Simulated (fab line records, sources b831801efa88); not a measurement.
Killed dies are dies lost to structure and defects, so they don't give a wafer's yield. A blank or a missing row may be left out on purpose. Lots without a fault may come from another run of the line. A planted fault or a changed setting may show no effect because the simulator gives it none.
fab line records | flow gf180mcu
record lots=12 wafers=36 last_day=34
route steps=602 shown V1@353 M2@363 V2@383
lots that met no fault: from a run of the same line without faults
start_h: hours from the record's first day to the start of the lot's first wafer shown | wait_h: hours since the lot's step before | " the same as in the row above | L1.1+2: a row that stands for several wafers | - no value, or no start given | * or withheld: withheld | < > ~ a bound
route shown NAME@n: a module of which the file shows steps, and the number in the route of the first | usual: mean/standard deviation of fault-free wafers | same: alike in all rows | chamber/n: place in a boat | sites: the reading at each site | _std_site: their standard deviation | _edge_site: outer sites' mean less inner sites' | radius_mm: how far each site lies from the wafer's centre | mask NAME#n: copy n | behind: the tool/chamber that last shaped the wafer | hold: why the lot was held/for how many hours/how that ended | device: the transistor (n, p or np) that didn't switch | end of line: the same wafers' tests at the end of the route | a step without rows: its recipe alone | killed: dies lost to structure and defects at the first sort, not the wafer's yield | map: a wafer's dies, x killed, . not, _ none there
set.NAME: the setting as run; set.NAME@STEP: as run at that earlier step | model.NAME: the simulator's own value behind a step, which no gauge read
steps of the route over a sample of lots; a table a step, a row a wafer
services: from which hour (start_h, from the record's first day; less than 0 if before it) a tool's chamber was out of use, for how many hours, and why
## steps
# step GF_V1_STRIP_18
# recipe chemistry=O2/N2 power_w=1400 pressure_mtorr=1433 platen_temp_c=250 o2_flow_sccm=3000 n2_flow_sccm=300 overash_fraction=0.5
# usual chamber_pressure_mTorr=1433.0/1.3 drypump_motor_current_A=5.8/0.56 heater_power_w=306/17 o2_flow_sccm=3000/9.3 oes_product_au=0.593/0.0048
# columns lot.wafer tool chamber start_h wait_h chamber_pressure_mTorr drypump_motor_current_A heater_power_w o2_flow_sccm oes_product_au rf_hours_counter_h
L388.3 plasma_asher-02 0 408.42 - 1432.1 6.5 322 3014 0.590 -
L388.4 " 1 " " 1434.5 5.9 297 2999 0.589 -
L388.5 " 1 " " 1436.0 5.9 294 3006 0.588 -
L390.1 plasma_asher-04 0 431.74 - 1435.3 6.0 320 2984 0.594 66
L390.3 " 1 " " 1432.4 5.2 300 3012 0.594 -
L390.6 " 0 " " 1431.5 6.0 321 2988 0.589 -
L391.2 plasma_asher-02 0 448.97 - 1434.4 6.4 322 3016 0.591 81
L391.3 " 1 " " 1432.7 5.9 296 3004 0.596 -
L391.5 " 1 " " 1432.1 5.9 299 2991 0.589 -
L394.4 plasma_asher-03 1 471.30 - 1434.2 4.9 273 3002 0.591 -
L394.5 " 1 " " 1436.2 4.9 272 3008 0.593 -
L394.6 " 0 " " 1435.3 6.5 304 3006 0.591 -
L398.1 plasma_asher-04 1 508.17 - 1433.6 5.2 300 2998 0.590 75
L398.3 " 1 " " 1431.6 5.2 307 3009 0.593 -
L398.4 " 0 " " 1431.5 6.0 322 3018 0.598 -
L399.1 plasma_asher-02 1 511.19 - 1432.2 5.9 301 2998 0.599 88
L399.2 " 0 " " 1434.5 6.4 325 3014 0.594 88
L399.5 " 1 " " 1433.3 5.9 285 3001 0.595 -
L404.3 plasma_asher-03 1 553.75 - 1432.8 4.9 278 2991 0.591 -
L404.4 " 0 " " 1433.4 6.5 313 2999 0.592 -
L404.5 " 1 " " 1433.8 4.9 268 2998 0.590 -
L405.2 plasma_asher-03 1 568.02 - 1432.2 4.9 277 3009 0.588 12
L405.3 " 0 " " 1434.3 6.5 302 3014 0.602 -
L405.5 " 1 " " 1431.5 4.9 274 2989 0.595 -
L408.3 plasma_asher-04 0 581.31 - 1432.7 6.0 324 3002 0.585 -
L408.5 " 1 " " 1434.6 5.2 295 2994 0.595 -
L408.6 " 0 " " 1432.6 6.0 322 3013 0.593 -
L409.2 plasma_asher-03 0 593.18 - 1433.2 6.5 299 3002 0.584 14
L409.4 " 0 " " 1433.0 6.5 304 2982 0.592 -
L409.5 " 1 " " 1432.8 4.9 280 3000 0.589 -
L410.1 plasma_asher-02 1 598.74 - 1433.2 5.9 295 3004 0.586 98
L410.4 " 0 " " 1434.9 6.5 322 2998 0.592 -
L410.5 " 0 " " 1432.8 6.4 324 2980 0.590 -
L411.2 plasma_asher-03 1 611.14 - 1433.2 4.9 270 2998 0.592 16
L411.3 " 0 " " 1433.4 6.5 308 2997 0.594 -
L411.4 " 1 " " 1431.0 4.9 268 3004 0.582 -
# step GF_M2_SPUTTER_01
# recipe material=TiN target_thk_nm=30 power_w=6500 time_s=25 chamber_pressure_pa=0.4
# usual throttle_valve_pct=30.1/0.82
# same time_s=25
# columns lot.wafer tool chamber start_h wait_h throttle_valve_pct
L388.3 pvd_sputter-02 - 409.71 0.1 29.9
L388.4 " - " " 30.2
L388.5 " - " " 29.4
L390.1 pvd_sputter-02 - 433.06 0.1 28.6
L390.3 " - " " 29.9
L390.6 " - " " 30.5
L391.2 pvd_sputter-02 - 450.30 0.1 29.6
L391.3 " - " " 29.7
L391.5 " - " " 30.0
L394.4 pvd_sputter-03 - 472.61 0.1 30.6
L394.5 " - " " 32.0
L394.6 " - " " 31.7
L398.1 pvd_sputter-03 - 509.85 0.1 29.8
L398.3 " - " " 30.4
L398.4 " - " " 31.3
L399.1 pvd_sputter-01 - 512.61 0.1 29.8
L399.2 " - " " 29.3
L399.5 " - " " 30.3
L404.3 pvd_sputter-01 - 555.08 0.1 29.7
L404.4 " - " " 30.4
L404.5 " - " " 30.3
L405.2 pvd_sputter-02 - 569.35 0.1 29.9
L405.3 " - " " 28.8
L405.5 " - " " 30.5
L408.3 pvd_sputter-02 - 582.63 0.1 30.1
L408.5 " - " " 28.8
L408.6 " - " " 29.8
L409.2 pvd_sputter-01 - 594.50 0.1 30.2
L409.4 " - " " 29.2
L409.5 " - " " 29.2
L410.1 pvd_sputter-01 - 600.06 0.1 29.6
L410.4 " - " " 29.8
L410.5 " - " " 29.6
L411.2 pvd_sputter-02 - 612.48 0.1 30.0
L411.3 " - " " 30.2
L411.4 " - " " 29.6
# step GF_V2_THK_MEAS_01
# recipe reads=SiO2_of_V2_CVD_00
# usual V2_CVD_00_THK=599/7.2
# columns lot.wafer tool chamber start_h wait_h V2_CVD_00_THK[nm]
L388.3 film_metro-03 - 434.70 0.1 616
L388.4 " - " " 593
L388.5 " - " " 612
L390.1 film_metro-02 - 458.63 0.0 603
L390.3 " - " " 580
L390.6 " - " " 578
L391.2 film_metro-04 - 475.33 0.0 613
L391.3 " - " " 603
L391.5 " - " " 609
L394.4 film_metro-04 - 497.61 0.0 601
L394.5 " - " " 596
L394.6 " - " " 593
L398.1 film_metro-02 - 533.72 0.0 598
L398.3 " - " " 606
L398.4 " - " " 589
L399.1 film_metro-02 - 537.00 0.0 596
L399.2 " - " " 593
L399.5 " - " " 606
L404.3 film_metro-04 - 577.15 0.1 597
L404.4 " - " " 607
L404.5 " - " " 600
L405.2 film_metro-03 - 591.86 0.0 588
L405.3 " - " " 592
L405.5 " - " " 597
L408.3 film_metro-04 - 605.03 0.1 594
L408.5 " - " " 575
L408.6 " - " " 595
L409.2 film_metro-04 - 615.94 0.0 600
L409.4 " - " " 600
L409.5 " - " " 593
L410.1 film_metro-03 - 621.89 0.1 595
L410.4 " - " " 596
L410.5 " - " " 598
L411.2 film_metro-04 - 632.58 0.0 599
L411.3 " - " " 599
L411.4 " - " " 602
# step GF_V2_CMP_04
# recipe material=SiO2 down_force_psi=4 platen_rpm=60 pad_velocity_m_s=0.94248
# usual motor_current_A=12.7/1.3 time_to_endpoint_s=83/5.4
# columns lot.wafer tool chamber start_h wait_h motor_current_A time_to_endpoint_s
L388.3 cmp-02 0 434.92 0.1 13.0 80
L388.4 " 2 " " 16.2 83
L388.5 " 3 " " 12.4 87
L390.1 cmp-02 2 458.87 0.1 16.2 80
L390.3 " 3 " " 11.8 84
L390.6 " 2 " " 15.5 85
L391.2 cmp-02 1 475.61 0.1 11.9 86
L391.3 " 2 " " 15.6 74
L391.5 " 0 " " 12.8 86
L394.4 cmp-01 0 497.82 0.1 12.7 87
L394.5 " 3 " " 12.9 90
L394.6 " 0 " " 12.8 82
L398.3 cmp-01 3 533.90 0.0 12.5 63
L398.1 " 0 " " 13.1 61
L398.4 " 2 " " 10.8 67
L399.1 cmp-01 0 537.24 0.1 13.4 60
L399.2 " 2 " " 11.2 56
L399.5 " 3 " " 13.1 64
L404.3 cmp-02 1 577.45 0.2 12.4 86
L404.4 " 2 " " 15.0 81
L404.5 " 0 " " 12.2 88
L405.2 cmp-02 0 592.23 0.2 11.8 84
L405.3 " 1 " " 12.5 83
L405.5 " 1 " " 11.5 91
L408.3 cmp-01 1 605.25 0.1 12.8 75
L408.5 " 0 " " 13.3 78
L408.6 " 1 " " 12.6 78
L409.4 cmp-02 1 616.22 0.1 12.8 91
L409.2 " 2 " " 16.0 79
L409.5 " 0 " " 12.2 88
L410.4 cmp-01 3 622.13 0.0 13.0 89
L410.1 " 2 " " 11.0 83
L410.5 " 0 " " 12.4 81
L411.2 cmp-01 2 632.76 0.0 11.1 75
L411.3 " 0 " " 12.4 74
L411.4 " 1 " " 12.9 78
# step GF_V2_ETCH_17
# recipe chemistry=C4F8/O2/Ar mask_material=KrF target=SiO2 stop_on=TiN source_w=1500 bias_w=1200 pressure_mtorr=40 c4f8_flow_sccm=withheld O2_flow_sccm=6 Ar_flow_sccm=300 time_s=withheld target_depth_a=6300
# usual chamber_pressure_mTorr=40.00/0.036 oes_product_au=0.857/0.0039
# columns lot.wafer tool chamber start_h wait_h chamber_pressure_mTorr oes_product_au
L388.3 rie_diel-04 0 - - 40.00 0.857
L388.4 " 3 " " 39.95 0.858
L388.5 " 1 " " 39.97 0.852
L390.1 rie_diel-04 0 - - 40.00 0.855
L390.3 " 2 " " 40.07 0.854
L390.6 " 0 " " 40.04 0.856
L391.2 rie_diel-03 1 - - 39.99 0.855
L391.3 " 1 " " 40.01 0.859
L391.5 " 1 " " 40.01 0.857
L394.4 rie_diel-01 3 - - 40.02 0.864
L394.5 " 0 " " 39.98 0.860
L394.6 " 3 " " 39.95 0.856
L398.1 rie_diel-01 3 - - 39.90 0.905
L398.3 " 0 " " 40.06 0.899
L398.4 " 1 " " 39.95 0.902
L399.1 rie_diel-03 2 - - 39.99 0.910
L399.2 " 0 " " 40.02 0.903
L399.5 " 3 " " 40.02 0.906
L404.3 rie_diel-04 0 - - 40.04 0.859
L404.4 " 1 " " 40.00 0.864
L404.5 " 0 " " 40.02 0.857
L405.2 rie_diel-04 0 - - 40.00 0.851
L405.3 " 1 " " 40.06 0.861
L405.5 " 3 " " 40.02 0.851
L408.3 rie_diel-04 2 - - 40.05 0.856
L408.5 " 0 " " 40.08 0.857
L408.6 " 3 " " 40.00 0.859
L409.2 rie_diel-03 2 - - 39.98 0.852
L409.4 " 0 " " 40.02 0.855
L409.5 " 2 " " 40.07 0.859
L410.1 rie_diel-04 0 - - 40.00 0.854
L410.4 " 1 " " 40.00 0.858
L410.5 " 3 " " 40.07 0.863
L411.2 rie_diel-03 1 - - 39.99 0.855
L411.3 " 2 " " 39.98 0.852
L411.4 " 3 " " 40.00 0.856
## services
# columns tool chamber start_h hours kind
cmp-01 - 397.95 1.9 repair
rie_diel-03 3 401.70 5.7 repair
cmp-02 - 404.58 4.0 pm
cmp-02 - 408.60 2.0 repair
cmp-01 - 420.77 2.0 repair
plasma_asher-03 - 421.25 9.0 pm
plasma_asher-03 - 435.62 23.5 repair
cmp-02 - 439.97 3.6 repair
rie_diel-04 1 440.02 12.4 repair
cmp-02 - 464.70 1.6 repair
rie_diel-03 2 470.81 55.2 repair
cmp-01 - 478.25 12.6 pm
rie_diel-04 1 483.07 9.0 repair
cmp-02 - 490.84 6.0 pm
rie_diel-03 0 492.15 21.9 repair
cmp-02 - 538.17 5.8 pm
cmp-02 - 554.03 1.0 repair
pvd_sputter-02 - 559.77 2.9 repair
pvd_sputter-02 - 560.86 6.2 repair
cmp-01 - 572.26 4.0 pm
plasma_asher-03 - 576.54 6.2 repair
cmp-02 - 619.04 9.2 pm
cmp-01 - 627.24 1.4 repair
rie_diel-04 0 629.95 2.0 repair
## key
first_sign step=GF_V2_CMP_04 reading=time_to_endpoint_s direction=down sigmas=3.9 usual=* struck=*
effect step=GF_V2_ETCH_17 reading=oes_product_au direction=up sigmas=12 usual=0.857 struck=0.904
met_at GF_V2_CMP_04
struck_lots L398,L399
not_acting_at GF_V1_STRIP_18,GF_M2_SPUTTER_01,GF_V2_THK_MEAS_01
onset_between 497.82 533.90
fault kind=process_parameter_drift tool=cmp-01 chamber=- onset_h=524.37 steps=GF_V2_CMP_04 channel=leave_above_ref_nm offset=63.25 shape=step end_h=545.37 acts_in=these_recipes_only stated=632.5
